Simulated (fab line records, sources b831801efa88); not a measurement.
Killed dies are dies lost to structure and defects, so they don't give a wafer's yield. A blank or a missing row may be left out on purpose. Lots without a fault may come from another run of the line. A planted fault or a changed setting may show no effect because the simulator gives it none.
Which tool did it? | flow gf180mcu | 13 lots, 39 wafers sampled, at 4 steps of a route of 602

WHAT THE GAUGES READ, wafer by wafer
GF_HV_LDD_CD_MEAS_07: target cd 400 nm.
lot  | measured     | on        | cd_nm (nm)
L832 | day 11 04:08 | cd_sem-01 | 396.5 395.8 397.5
L833 | day 11 16:49 | cd_sem-02 | 399.6 400.5 399.7
L835 | day 12 05:34 | cd_sem-01 | 396.0 395.9 398.8
L839 | day 13 07:19 | cd_sem-01 | 403.9 402.1 403.4
L841 | day 14 01:13 | cd_sem-01 | 400.3 400.3 400.0
L843 | day 14 14:55 | cd_sem-01 | 403.1 400.6 402.4
L845 | day 15 04:08 | cd_sem-02 | 319.9 320.5 320.3
L846 | day 15 15:44 | cd_sem-01 | 400.4 401.3 400.5
L847 | day 15 20:02 | cd_sem-02 | 398.6 398.2 397.9
L850 | day 16 17:02 | cd_sem-02 | 403.2 401.4 402.1
L851 | day 16 22:25 | cd_sem-02 | 396.8 396.7 397.8
L852 | day 17 06:34 | cd_sem-02 | 401.5 401.8 401.6
L853 | day 17 13:19 | cd_sem-02 | 401.8 401.7 401.9

GF_CONTACT_THK_MEAS_26: measures by xrf.
lot  | measured     | on            | CONTACT_W_THK (nm)
L832 | day 17 23:58 | film_metro-04 | 296 300 298
L833 | day 18 13:05 | film_metro-04 | 300 300 297
L835 | day 19 05:12 | film_metro-02 | 307 305 311
L839 | day 20 10:37 | film_metro-03 | 296 298 301
L841 | day 21 08:45 | film_metro-04 | 293 303 290
L843 | day 22 00:15 | film_metro-04 | 307 300 307
L845 | day 22 15:25 | film_metro-03 | 297 298 292
L846 | day 23 02:19 | film_metro-04 | 301 301 297
L847 | day 23 07:40 | film_metro-04 | 295 301 301
L850 | day 24 04:11 | film_metro-03 | 301 292 301
L851 | day 24 09:30 | film_metro-02 | 305 309 304
L852 | day 24 17:48 | film_metro-02 | 310 310 303
L853 | day 25 01:57 | film_metro-04 | 297 303 298

GF_M1_OVL_MEAS_15.
lot  | measured     | on         | M1_OVL (nm)
L832 | day 19 00:28 | overlay-01 | -9 -3 -11
L833 | day 19 13:45 | overlay-02 | 4 3 2
L835 | day 20 07:43 | overlay-02 | 0 -7 2
L839 | day 21 12:38 | overlay-02 | -3 0 -4
L841 | day 22 10:14 | overlay-01 | 2 5 8
L843 | day 23 01:35 | overlay-02 | 3 6 11
L845 | day 23 16:31 | overlay-01 | 3 1 2
L846 | day 24 02:59 | overlay-01 | 7 1 -5
L847 | day 24 08:29 | overlay-01 | 1 -1 1
L850 | day 25 04:29 | overlay-01 | -2 -8 4
L851 | day 25 09:38 | overlay-01 | -1 5 3
L852 | day 25 16:53 | overlay-01 | -1 3 -4
L853 | day 26 01:00 | overlay-01 | -11 -8 -1

WHICH TOOL RAN EACH LOT (tool, then ch and the chambers of the sampled wafers, then the start)
lot  | GF_HV_LDD_EXPOSE_04
L832 | iline_stepper-02 ch 0, day 10 17:43
L833 | iline_stepper-02 ch 0, day 11 06:06
L835 | iline_stepper-01 ch 0, day 11 18:44
L839 | iline_stepper-01 ch 0, day 12 21:50
L841 | iline_stepper-02 ch 0, day 13 15:11
L843 | iline_stepper-01 ch 0, day 14 03:35
L845 | iline_stepper-01 ch 0, day 14 17:50
L846 | iline_stepper-02 ch 0, day 15 03:58
L847 | iline_stepper-01 ch 0, day 15 08:55
L850 | iline_stepper-01 ch 0, day 16 05:24
L851 | iline_stepper-02 ch 0, day 16 10:26
L852 | iline_stepper-01 ch 0, day 16 18:56
L853 | iline_stepper-01 ch 0, day 17 01:43
- GF_HV_LDD_EXPOSE_04: exposes mask Nplus LV AREA, target cd 400 nm.

WHAT THE TOOLS THEMSELVES READ (means of the sampled wafers that have a number; where no wafer has one, the mark that the record gives instead)
The record holds no such reading with a usual standard deviation.

THE ANSWER, worked out from the rows above alone
Rule: what is usual is taken from the lots themselves. Put in order of their means at a reading, lots are off if they are a third of the lots or fewer, leave a main group of 4 or more, and stand apart from it by a gap of 3 or more times the standard deviation of the main group's means; of several such gaps the widest counts. A main group whose means are all the same, to the digits that the tables above print for the reading, isn't used. A lot without any number at a reading at which 4 lots or more have one is off too. The other lots that the step has rows for count as sound. The gauges are gone through in route order, then the tools' own readings, and for those a lot's mean is taken as printed above. The first step at which some lot is off is used, and at that step the reading that is off furthest; a lot without a number counts as furthest.
Off: L845, at GF_HV_LDD_CD_MEAS_07 (cd_nm). The main group: mean 400.0 nm, standard deviation 2.2.
A tool fits if, at a process step before that reading, it ran every lot that is off, and no sound lot after the first of them. The gauges at GF_HV_LDD_CD_MEAS_07 are tried like those tools. None of those tried fits.

WHAT THE SIMULATOR HAD PUT IN
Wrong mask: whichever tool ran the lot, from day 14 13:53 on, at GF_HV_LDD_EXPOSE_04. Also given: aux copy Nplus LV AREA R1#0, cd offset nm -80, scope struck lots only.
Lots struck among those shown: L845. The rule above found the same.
